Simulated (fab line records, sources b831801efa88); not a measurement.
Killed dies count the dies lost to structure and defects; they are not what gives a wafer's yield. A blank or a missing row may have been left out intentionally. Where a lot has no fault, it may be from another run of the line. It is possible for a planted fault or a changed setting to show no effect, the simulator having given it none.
Code-filled problem report in 8D (eight disciplines) form + flow sky130 + the parts of the form that need people (team, actions taken, sign-off) are left out

1. PROBLEM STATEMENT
rotation deg at SKY_LDD_N_IMPLANT_10 reads a mean of 260.77 degrees on 6 wafers of 2 lots; wafers without a fault read 203.00 degrees with a standard deviation of 0.035. So: +99 or more standard deviations from the usual mean.
First seen on wafer L778.1, day 25 22:06, on implanter-02. Wafers with a number at this step in the record: 42, from 14 lots. Rule for "out", or "out of limits": more than 4 standard deviations from the usual mean. The rest of the wafers with a number are treated as sound.

2. WHAT IT IS; WHAT IT IS NOT
| question                    | is                     | is not                                                                 |
|-----------------------------|------------------------|------------------------------------------------------------------------|
| which readings at this step | rotation deg           | -                                                                      |
| which lots                  | L778, L781             | L758, L759, L760, L761, L762, L763, L766, L768, L769, L771, L773, L774 |
| which wafers of those lots  | all that have a number | -                                                                      |
| read on which tools         | implanter-02           | implanter-01, implanter-03                                             |
| when                        | from day 25 22:06      | up to then (36 sound wafers)                                           |

3. WHAT RULES OUT EACH SUSPECT
Counting: a tool stays on the suspect list if, at a process step up to the reading, it processed all lots that are out and no sound lot following the first of them.
- implanter-02 at SKY_LDD_N_IMPLANT_10: kept. All lots that are out passed through it, beginning with L778 at day 25 22:06, and no sound lot followed; its final sound lot before that point was L773 at day 22 23:35. On those wafers its own readings are out: rotation deg.
After counting, what remains is implanter-02 at SKY_LDD_N_IMPLANT_10.

4. THE CAUSE (what the simulator had put in)
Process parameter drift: implanter-02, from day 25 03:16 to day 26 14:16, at SKY_LDD_N_IMPLANT_10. The setting rotation deg was moved by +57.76, starting from 203. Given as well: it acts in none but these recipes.
The count eliminated every tool but this one.

5. THE EFFECT CHAIN, in route order
Each row: a reading where the mean over the struck wafers with a number is more than 3 standard deviations away from the usual. Only readings whose record carries a usual standard deviation are examined. hours: median over the lots of the time between each lot's start at the first step of this table that gives one and its start at this step. sigmas: the change, counted in usual standard deviations.
| hours | step                 | reading      | usual          | on struck wafers | change | sigmas      |
|-------|----------------------|--------------|----------------|------------------|--------|-------------|
| 0     | SKY_LDD_N_IMPLANT_10 | rotation deg | 203.00 degrees | 260.77           | +57.77 | +99 or more |
The process steps in it:
- SKY_LDD_N_IMPLANT_10
At these later measuring or inspecting steps, every struck wafer for which the step has a row has a number for every such reading, and none has moved that far: SKY_LDD_P_OVL_MEAS_08.

6. HOW IT WOULD HAVE BEEN CAUGHT EARLIER
In this record the first reading out of limits was taken at day 25 22:06, 19 hours after the fault began at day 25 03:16.
